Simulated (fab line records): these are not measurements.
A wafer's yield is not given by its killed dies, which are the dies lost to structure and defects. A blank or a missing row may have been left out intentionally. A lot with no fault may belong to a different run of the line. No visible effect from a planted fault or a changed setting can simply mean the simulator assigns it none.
Which of the tools did it? / flow sky130 / 11 lots with 33 wafers sampled at 5 steps, on a route of 708 steps

== WHAT THE GAUGES READ, wafer by wafer ==
SKY_LOCAL_INTERCONNECT_OVL_MEAS_12. Usual: LOCAL_INTERCONNECT_OVL typically reads 4 nm, with standard deviation 6.7.
lot=L214; measured=day 32 06:11; on=overlay-01; LOCAL_INTERCONNECT_OVL (nm)=7 3 3; flag=
lot=L220; measured=day 33 00:53; on=overlay-01; LOCAL_INTERCONNECT_OVL (nm)=8 15 6; flag=
lot=L218; measured=day 33 03:30; on=overlay-01; LOCAL_INTERCONNECT_OVL (nm)=5 11 10; flag=
lot=L219; measured=day 33 04:09; on=overlay-01; LOCAL_INTERCONNECT_OVL (nm)=12 10 5; flag=
lot=L224; measured=day 34 07:03; on=overlay-02; LOCAL_INTERCONNECT_OVL (nm)=15 2 0; flag=
lot=L223; measured=day 34 10:02; on=overlay-01; LOCAL_INTERCONNECT_OVL (nm)=12 4 11; flag=
lot=L229; measured=day 36 06:36; on=overlay-01; LOCAL_INTERCONNECT_OVL (nm)=-13 -8 -5; flag=
lot=L230; measured=day 36 07:32; on=overlay-01; LOCAL_INTERCONNECT_OVL (nm)=9 6 4; flag=
lot=L231; measured=day 36 13:33; on=overlay-02; LOCAL_INTERCONNECT_OVL (nm)=6 3 4; flag=
lot=L232; measured=day 37 01:48; on=overlay-01; LOCAL_INTERCONNECT_OVL (nm)=-4 5 -1; flag=
lot=L233; measured=day 37 08:18; on=overlay-01; LOCAL_INTERCONNECT_OVL (nm)=18 18 9; flag=

SKY_VIA1_THK_MEAS_01. Usual: VIA1_HDPCVD_THK typically reads 1029 nm, with standard deviation 9.1.
lot=L214; measured=day 34 15:25; on=film_metro-02; VIA1_HDPCVD_THK (nm)=1025 1021 1025; flag=
lot=L220; measured=day 35 10:29; on=film_metro-01; VIA1_HDPCVD_THK (nm)=1016 1023 1023; flag=
lot=L224; measured=day 36 15:07; on=film_metro-01; VIA1_HDPCVD_THK (nm)=1031 1026 1032; flag=
lot=L223; measured=day 36 18:15; on=film_metro-04; VIA1_HDPCVD_THK (nm)=1041 1038 1036; flag=
lot=L229; measured=day 38 13:56; on=film_metro-01; VIA1_HDPCVD_THK (nm)=1030 1019 1038; flag=
lot=L230; measured=day 38 15:53; on=film_metro-02; VIA1_HDPCVD_THK (nm)=1037 1039 1040; flag=
lot=L231; measured=day 38 21:26; on=film_metro-01; VIA1_HDPCVD_THK (nm)=1031 1027 1028; flag=
lot=L232; measured=day 39 08:53; on=film_metro-02; VIA1_HDPCVD_THK (nm)=1036 1030 1040; flag=
lot=L233; measured=day 39 14:58; on=film_metro-04; VIA1_HDPCVD_THK (nm)=1046 1037 1036; flag=

== WHICH TOOL RAN EACH LOT (tool, then ch and the chambers of the sampled wafers, then the start) ==
lot=L214; SKY_METAL1_SPUTTER_04=pvd_sputter-02, day 33 11:37; SKY_METAL1_METAL_ETCH_19=rie_metal-03 ch 0,1, day 34 14:37; SKY_METAL1_STRIP_20=plasma_asher-04 ch 0,1, day 34 14:43
lot=L220; SKY_METAL1_SPUTTER_04=pvd_sputter-03, day 34 06:44; SKY_METAL1_METAL_ETCH_19=rie_metal-04 ch 0,1, day 35 09:40; SKY_METAL1_STRIP_20=plasma_asher-01 ch 0,1, day 35 09:46
lot=L218; SKY_METAL1_SPUTTER_04=pvd_sputter-02, day 34 08:58; SKY_METAL1_METAL_ETCH_19=rie_metal-02 ch 0,1, day 35 11:27; SKY_METAL1_STRIP_20=plasma_asher-03 ch 0,1, day 35 11:32
lot=L219; SKY_METAL1_SPUTTER_04=pvd_sputter-01, day 34 10:02; SKY_METAL1_METAL_ETCH_19=rie_metal-04 ch 0,1, day 35 12:23; SKY_METAL1_STRIP_20=plasma_asher-03 ch 0,1, day 35 12:28
lot=L224; SKY_METAL1_SPUTTER_04=pvd_sputter-01, day 35 12:47; SKY_METAL1_METAL_ETCH_19=rie_metal-04 ch 0,1, day 36 14:19; SKY_METAL1_STRIP_20=plasma_asher-03 ch 1, day 36 14:25
lot=L223; SKY_METAL1_SPUTTER_04=pvd_sputter-01, day 35 15:24; SKY_METAL1_METAL_ETCH_19=rie_metal-04 ch 1, day 36 17:22; SKY_METAL1_STRIP_20=plasma_asher-01 ch 0,1, day 36 17:28
lot=L229; SKY_METAL1_SPUTTER_04=pvd_sputter-01, day 37 11:22; SKY_METAL1_METAL_ETCH_19=rie_metal-04 ch 0,1, day 38 13:10; SKY_METAL1_STRIP_20=plasma_asher-01 ch 0,1, day 38 13:15
lot=L230; SKY_METAL1_SPUTTER_04=pvd_sputter-01, day 37 13:00; SKY_METAL1_METAL_ETCH_19=rie_metal-02 ch 1, day 38 15:05; SKY_METAL1_STRIP_20=plasma_asher-03 ch 1, day 38 15:10
lot=L231; SKY_METAL1_SPUTTER_04=pvd_sputter-01, day 37 18:28; SKY_METAL1_METAL_ETCH_19=rie_metal-03 ch 0,1, day 38 20:38; SKY_METAL1_STRIP_20=plasma_asher-03 ch 0, day 38 20:43
lot=L232; SKY_METAL1_SPUTTER_04=pvd_sputter-01, day 38 06:38; SKY_METAL1_METAL_ETCH_19=rie_metal-04 ch 0,1, day 39 08:05; SKY_METAL1_STRIP_20=plasma_asher-03 ch 0,1, day 39 08:10
lot=L233; SKY_METAL1_SPUTTER_04=pvd_sputter-03, day 38 12:36; SKY_METAL1_METAL_ETCH_19=rie_metal-02 ch 0,1, day 39 13:31; SKY_METAL1_STRIP_20=plasma_asher-03 ch 1, day 39 13:37
- SKY_METAL1_SPUTTER_04: material TiN, target thk 70 nm, time 58.3 s.
- SKY_METAL1_METAL_ETCH_19: etches the open film in Cl2/BCl3, stops on SiO2, target depth 360 nm, time 78 s.
- SKY_METAL1_STRIP_20: strips in O2/N2.

== WHAT THE TOOLS THEMSELVES READ (means of the sampled wafers that have a number; where no wafer has one, the mark that the record gives instead) ==
SKY_METAL1_SPUTTER_04. Usual: 30.2 % for throttle_valve_pct, sd 1.1.
lot=L214; tool=pvd_sputter-02; throttle_valve_pct (%)=30.6; flag=
lot=L220; tool=pvd_sputter-03; throttle_valve_pct (%)=31.1; flag=
lot=L218; tool=pvd_sputter-02; throttle_valve_pct (%)=30.9; flag=
lot=L219; tool=pvd_sputter-01; throttle_valve_pct (%)=30.4; flag=
lot=L224; tool=pvd_sputter-01; throttle_valve_pct (%)=30.3; flag=
lot=L223; tool=pvd_sputter-01; throttle_valve_pct (%)=28.6; flag=
lot=L229; tool=pvd_sputter-01; throttle_valve_pct (%)=28.8; flag=
lot=L230; tool=pvd_sputter-01; throttle_valve_pct (%)=30.3; flag=
lot=L231; tool=pvd_sputter-01; throttle_valve_pct (%)=30.5; flag=
lot=L232; tool=pvd_sputter-01; throttle_valve_pct (%)=29.7; flag=
lot=L233; tool=pvd_sputter-03; throttle_valve_pct (%)=31.1; flag=

SKY_METAL1_METAL_ETCH_19. Usual: bcl3_flow_sccm 30.00 sccm, standard deviation 0.09; bias_w 48.48 W, standard deviation 0.13; drypump_motor_current_A 5.7 A, standard deviation 0.49; oes_product_au 0.855 a.u., standard deviation 0.0062; throttle_valve_pct 22.264 %, standard deviation 0.0091.
lot=L214; tool=rie_metal-03; bcl3_flow_sccm (sccm)=30.06; bias_w (W)=48.39; drypump_motor_current_A (A)=6.1; oes_product_au (a.u.)=0.853; throttle_valve_pct (%)=22.259; flag=
lot=L220; tool=rie_metal-04; bcl3_flow_sccm (sccm)=29.95; bias_w (W)=48.56; drypump_motor_current_A (A)=5.6; oes_product_au (a.u.)=0.853; throttle_valve_pct (%)=22.272; flag=
lot=L218; tool=rie_metal-02; bcl3_flow_sccm (sccm)=-; bias_w (W)=-; drypump_motor_current_A (A)=-; oes_product_au (a.u.)=-; throttle_valve_pct (%)=-; flag=OFF
lot=L219; tool=rie_metal-04; bcl3_flow_sccm (sccm)=-; bias_w (W)=-; drypump_motor_current_A (A)=-; oes_product_au (a.u.)=-; throttle_valve_pct (%)=-; flag=OFF
lot=L224; tool=rie_metal-04; bcl3_flow_sccm (sccm)=29.99; bias_w (W)=48.52; drypump_motor_current_A (A)=5.6; oes_product_au (a.u.)=0.858; throttle_valve_pct (%)=22.263; flag=
lot=L223; tool=rie_metal-04; bcl3_flow_sccm (sccm)=29.92; bias_w (W)=48.60; drypump_motor_current_A (A)=5.5; oes_product_au (a.u.)=0.850; throttle_valve_pct (%)=22.265; flag=
lot=L229; tool=rie_metal-04; bcl3_flow_sccm (sccm)=30.02; bias_w (W)=48.49; drypump_motor_current_A (A)=5.6; oes_product_au (a.u.)=0.849; throttle_valve_pct (%)=22.264; flag=
lot=L230; tool=rie_metal-02; bcl3_flow_sccm (sccm)=29.99; bias_w (W)=48.59; drypump_motor_current_A (A)=5.9; oes_product_au (a.u.)=0.850; throttle_valve_pct (%)=22.260; flag=
lot=L231; tool=rie_metal-03; bcl3_flow_sccm (sccm)=29.99; bias_w (W)=48.53; drypump_motor_current_A (A)=6.3; oes_product_au (a.u.)=0.852; throttle_valve_pct (%)=22.267; flag=
lot=L232; tool=rie_metal-04; bcl3_flow_sccm (sccm)=30.00; bias_w (W)=48.41; drypump_motor_current_A (A)=5.6; oes_product_au (a.u.)=0.852; throttle_valve_pct (%)=22.265; flag=
lot=L233; tool=rie_metal-02; bcl3_flow_sccm (sccm)=29.94; bias_w (W)=48.58; drypump_motor_current_A (A)=5.6; oes_product_au (a.u.)=0.856; throttle_valve_pct (%)=22.263; flag=

SKY_METAL1_STRIP_20. Usual: drypump_motor_current_A 5.70 A, standard deviation 0.26; oes_product_au 0.342 a.u., standard deviation 0.0046; strip_time_to_endpoint_s 2.68 s, standard deviation 0.039.
lot=L214; tool=plasma_asher-04; drypump_motor_current_A (A)=5.92; oes_product_au (a.u.)=0.344; strip_time_to_endpoint_s (s)=2.67; flag=
lot=L220; tool=plasma_asher-01; drypump_motor_current_A (A)=5.31; oes_product_au (a.u.)=0.345; strip_time_to_endpoint_s (s)=2.66; flag=
lot=L218; tool=plasma_asher-03; drypump_motor_current_A (A)=5.66; oes_product_au (a.u.)=0.446; strip_time_to_endpoint_s (s)=5.20; flag=OFF
lot=L219; tool=plasma_asher-03; drypump_motor_current_A (A)=5.66; oes_product_au (a.u.)=0.444; strip_time_to_endpoint_s (s)=5.18; flag=OFF
lot=L224; tool=plasma_asher-03; drypump_motor_current_A (A)=5.75; oes_product_au (a.u.)=0.343; strip_time_to_endpoint_s (s)=2.65; flag=
lot=L223; tool=plasma_asher-01; drypump_motor_current_A (A)=5.51; oes_product_au (a.u.)=0.343; strip_time_to_endpoint_s (s)=2.69; flag=
lot=L229; tool=plasma_asher-01; drypump_motor_current_A (A)=5.51; oes_product_au (a.u.)=0.343; strip_time_to_endpoint_s (s)=2.68; flag=
lot=L230; tool=plasma_asher-03; drypump_motor_current_A (A)=5.75; oes_product_au (a.u.)=0.343; strip_time_to_endpoint_s (s)=2.67; flag=
lot=L231; tool=plasma_asher-03; drypump_motor_current_A (A)=5.60; oes_product_au (a.u.)=0.342; strip_time_to_endpoint_s (s)=2.76; flag=
lot=L232; tool=plasma_asher-03; drypump_motor_current_A (A)=5.66; oes_product_au (a.u.)=0.337; strip_time_to_endpoint_s (s)=2.61; flag=
lot=L233; tool=plasma_asher-03; drypump_motor_current_A (A)=5.76; oes_product_au (a.u.)=0.346; strip_time_to_endpoint_s (s)=2.69; flag=

== THE ANSWER, worked out from the rows above alone ==
Rule: take the mean of a lot's wafers that have a number; if it is more than 3 standard deviations from the usual mean, the lot is off. A lot without any number at a reading at which 4 lots or more have one is off too. The other lots that the step has rows for count as sound. The gauges are gone through in route order, then the tools' own readings, and for those a lot's mean is taken as printed above. The first step at which some lot is off is used, and at that step the reading that is off furthest; a lot without a number counts as furthest.
Off at SKY_METAL1_METAL_ETCH_19 (bcl3_flow_sccm): L218, L219. Without a number there: L218, L219.
If a tool, at that step or one of the process steps before it, ran each lot that is off and ran no sound lot following the first of them, it fits. No candidate that was tried fits.

== WHAT THE SIMULATOR HAD INSERTED ==
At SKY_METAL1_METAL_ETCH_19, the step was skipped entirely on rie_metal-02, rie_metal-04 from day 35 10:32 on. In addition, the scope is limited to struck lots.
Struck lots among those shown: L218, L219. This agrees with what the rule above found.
